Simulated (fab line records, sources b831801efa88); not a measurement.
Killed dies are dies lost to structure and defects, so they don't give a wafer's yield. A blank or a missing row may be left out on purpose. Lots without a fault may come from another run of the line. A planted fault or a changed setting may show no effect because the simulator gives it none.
Which tool did it? | flow gf180mcu | 13 lots, 39 wafers sampled, at 5 steps of a route of 602

WHAT THE GAUGES READ, wafer by wafer
GF_DNWELL_TW_MEAS_09.
lot  | measured    | on            | DNWELL_TW
L961 | day 2 21:26 | film_metro-02 | 1361 1359 1357
L965 | day 3 15:46 | film_metro-03 | 1353 1355 1349
L966 | day 3 20:44 | film_metro-04 | 1345 1338 1336
L967 | day 4 03:32 | film_metro-03 | 1337 1350 1344
L968 | day 4 07:04 | film_metro-03 | 1341 1348 1346
L969 | day 4 13:38 | film_metro-02 | 1354 1359 1353
L970 | day 4 19:23 | film_metro-04 | 1338 1343 1336
L972 | day 5 07:10 | film_metro-02 | 913 907 911
L973 | day 5 09:46 | film_metro-02 | 1367 1365 1371
L974 | day 5 15:37 | film_metro-03 | 900 899 904
L976 | day 6 02:25 | film_metro-04 | 1342 1345 1344
L982 | day 7 11:38 | film_metro-02 | 1357 1351 1358
L984 | day 7 21:22 | film_metro-03 | 1338 1342 1345

GF_V2_THK_MEAS_25: measures by xrf.
lot  | measured     | on            | V2_W_THK (nm)
L961 | day 20 09:07 | film_metro-04 | 340 348 348
L965 | day 21 22:40 | film_metro-03 | 354 345 344
L966 | day 22 08:21 | film_metro-01 | 362 347 347
L967 | day 22 21:47 | film_metro-01 | 350 356 358
L968 | day 23 08:22 | film_metro-04 | 348 342 349
L969 | day 23 19:24 | film_metro-04 | 344 350 352
L970 | day 23 15:55 | film_metro-03 | 354 348 352
L972 | day 24 11:16 | film_metro-04 | 351 340 339
L973 | day 24 13:52 | film_metro-04 | 349 348 348
L974 | day 24 22:43 | film_metro-03 | 355 341 353
L976 | day 25 11:04 | film_metro-03 | 351 340 353
L982 | day 27 06:10 | film_metro-04 | 346 334 347
L984 | day 28 00:41 | film_metro-04 | 345 340 344

WHICH TOOL RAN EACH LOT (tool, then ch and the chambers of the sampled wafers, then the start)
lot  | GF_DNWELL_IMPLANT_07           | GF_M2_SPUTTER_02             | GF_V2_ETCH_16
L961 | implanter-02 ch 0, day 2 21:12 | pvd_sputter-03, day 18 06:34 | rie_diel-03 ch 0,3, day 20 08:04
L965 | implanter-01 ch 0, day 3 15:31 | pvd_sputter-02, day 19 20:07 | rie_diel-03 ch 0,1,2, day 21 21:38
L966 | implanter-02 ch 0, day 3 20:29 | pvd_sputter-03, day 20 07:12 | rie_diel-04 ch 0,1,2, day 22 07:21
L967 | implanter-01 ch 0, day 4 03:18 | pvd_sputter-03, day 20 20:36 | rie_diel-03 ch 1,2, day 22 20:46
L968 | implanter-02 ch 0, day 4 06:49 | pvd_sputter-03, day 21 06:46 | rie_diel-04 ch 0,1,2, day 23 07:22
L969 | implanter-02 ch 0, day 4 13:24 | pvd_sputter-01, day 21 19:28 | rie_diel-02 ch 0,1, day 23 18:23
L970 | implanter-02 ch 0, day 4 19:08 | pvd_sputter-02, day 21 15:48 | rie_diel-04 ch 0,2,3, day 23 14:55
L972 | implanter-02 ch 0, day 5 06:55 | pvd_sputter-01, day 22 11:54 | rie_diel-02 ch 1,3, day 24 10:16
L973 | implanter-03 ch 0, day 5 09:31 | pvd_sputter-01, day 22 13:36 | rie_diel-04 ch 0,1,2, day 24 12:52
L974 | implanter-02 ch 0, day 5 15:22 | pvd_sputter-01, day 23 00:01 | rie_diel-04 ch 0,2,3, day 24 21:43
L976 | implanter-03 ch 0, day 6 02:10 | pvd_sputter-03, day 23 12:59 | rie_diel-03 ch 0,2,3, day 25 10:01
L982 | implanter-01 ch 0, day 7 11:26 | pvd_sputter-02, day 25 09:24 | rie_diel-04 ch 1,2,3, day 27 05:08
L984 | implanter-03 ch 0, day 7 21:07 | pvd_sputter-03, day 26 04:56 | rie_diel-03 ch 0,1,3, day 27 23:40
- GF_DNWELL_IMPLANT_07
- GF_M2_SPUTTER_02: material AlCu, target thk 450 nm, time 23.9 s.
- GF_V2_ETCH_16: etches BARC in N2/H2.

WHAT THE TOOLS THEMSELVES READ (means of the sampled wafers that have a number; where no wafer has one, the mark that the record gives instead)
GF_DNWELL_IMPLANT_07.
lot  | tool         | beam_on_s (s) | dose_ions_cm2 | faraday_current_uA
L961 | implanter-02 | 10.03         | 1e+13         | 56.2
L965 | implanter-01 | 9.87          | 1e+13         | 57.0
L966 | implanter-02 | 10.14         | 1e+13         | 55.7
L967 | implanter-01 | 9.91          | 1e+13         | 56.8
L968 | implanter-02 | 9.71          | 1e+13         | 57.9
L969 | implanter-02 | 10.10         | 1e+13         | 55.8
L970 | implanter-02 | 10.11         | 1e+13         | 56.1
L972 | implanter-02 | 10.08         | 3e+12         | 15.9
L973 | implanter-03 | 10.10         | 1e+13         | 55.9
L974 | implanter-02 | 9.96          | 3e+12         | 16.1
L976 | implanter-03 | 10.10         | 1e+13         | 55.9
L982 | implanter-01 | 10.20         | 1e+13         | 55.2
L984 | implanter-03 | 10.03         | 1e+13         | 56.1

GF_M2_SPUTTER_02.
lot  | tool           | throttle_valve_pct (%)
L961 | pvd_sputter-03 | 29.2
L965 | pvd_sputter-02 | 29.8
L966 | pvd_sputter-03 | 29.6
L967 | pvd_sputter-03 | 29.5
L968 | pvd_sputter-03 | 29.3
L969 | pvd_sputter-01 | 29.3
L970 | pvd_sputter-02 | 28.9
L972 | pvd_sputter-01 | 30.5
L973 | pvd_sputter-01 | 29.9
L974 | pvd_sputter-01 | 29.4
L976 | pvd_sputter-03 | 29.8
L982 | pvd_sputter-02 | 29.2
L984 | pvd_sputter-03 | 29.9

GF_V2_ETCH_16.
lot  | tool        | drypump_motor_current_A (A) | oes_product_au (a.u.) | throttle_valve_pct (%)
L961 | rie_diel-03 | 5.6                         | 0.851                 | 13.225
L965 | rie_diel-03 | 5.8                         | 0.848                 | 13.236
L966 | rie_diel-04 | 5.4                         | 0.853                 | 13.229
L967 | rie_diel-03 | 5.9                         | 0.852                 | 13.224
L968 | rie_diel-04 | 5.5                         | 0.858                 | 13.227
L969 | rie_diel-02 | 5.9                         | 0.861                 | 13.216
L970 | rie_diel-04 | 5.1                         | 0.861                 | 13.225
L972 | rie_diel-02 | 6.0                         | 0.851                 | 13.233
L973 | rie_diel-04 | 5.5                         | 0.853                 | 13.220
L974 | rie_diel-04 | 5.1                         | 0.850                 | 13.228
L976 | rie_diel-03 | 5.8                         | 0.855                 | 13.230
L982 | rie_diel-04 | 5.4                         | 0.858                 | 13.228
L984 | rie_diel-03 | 5.5                         | 0.854                 | 13.217

THE ANSWER, worked out from the rows above alone
Rule: what is usual is taken from the lots themselves. Put in order of their means at a reading, lots are off if they are a third of the lots or fewer, leave a main group of 4 or more, and stand apart from it by a gap of 3 or more times the standard deviation of the main group's means; of several such gaps the widest counts. A main group whose means are all the same, to the digits that the tables above print for the reading, isn't used. A lot without any number at a reading at which 4 lots or more have one is off too. The other lots that the step has rows for count as sound. The gauges are gone through in route order, then the tools' own readings, and for those a lot's mean is taken as printed above. The first step at which some lot is off is used, and at that step the reading that is off furthest; a lot without a number counts as furthest.
Off: L972, L974, at GF_DNWELL_TW_MEAS_09 (DNWELL_TW). The main group: mean 1349, standard deviation 8.8.
A tool fits if, at a process step before that reading, it ran every lot that is off, and no sound lot after the first of them. The gauges at GF_DNWELL_TW_MEAS_09 aren't tried: what is off there is off at GF_DNWELL_IMPLANT_07 too, on other tools, and a gauge's error can't cause that. One fits: implanter-02 at GF_DNWELL_IMPLANT_07. Its last sound lot is L970 (day 4 19:08), its first lot that is off L972 (day 5 06:55): a fault that began between those two fits.
The tool's own readings at GF_DNWELL_IMPLANT_07 bear it out: on the lots that are off they differ by more than 5 times the standard deviation of the sound lots' means. dose_ions_cm2 reads 3e+12 there against 1e+13 on the sound lots; faraday_current_uA reads 16.0 there against 56.2 on the sound lots.

WHAT THE SIMULATOR HAD PUT IN
Process parameter drift: implanter-02, from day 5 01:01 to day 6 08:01, at GF_DNWELL_IMPLANT_07. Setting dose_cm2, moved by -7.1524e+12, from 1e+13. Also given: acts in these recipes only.
Lots struck among those shown: L972, L974. The rule above found the same.
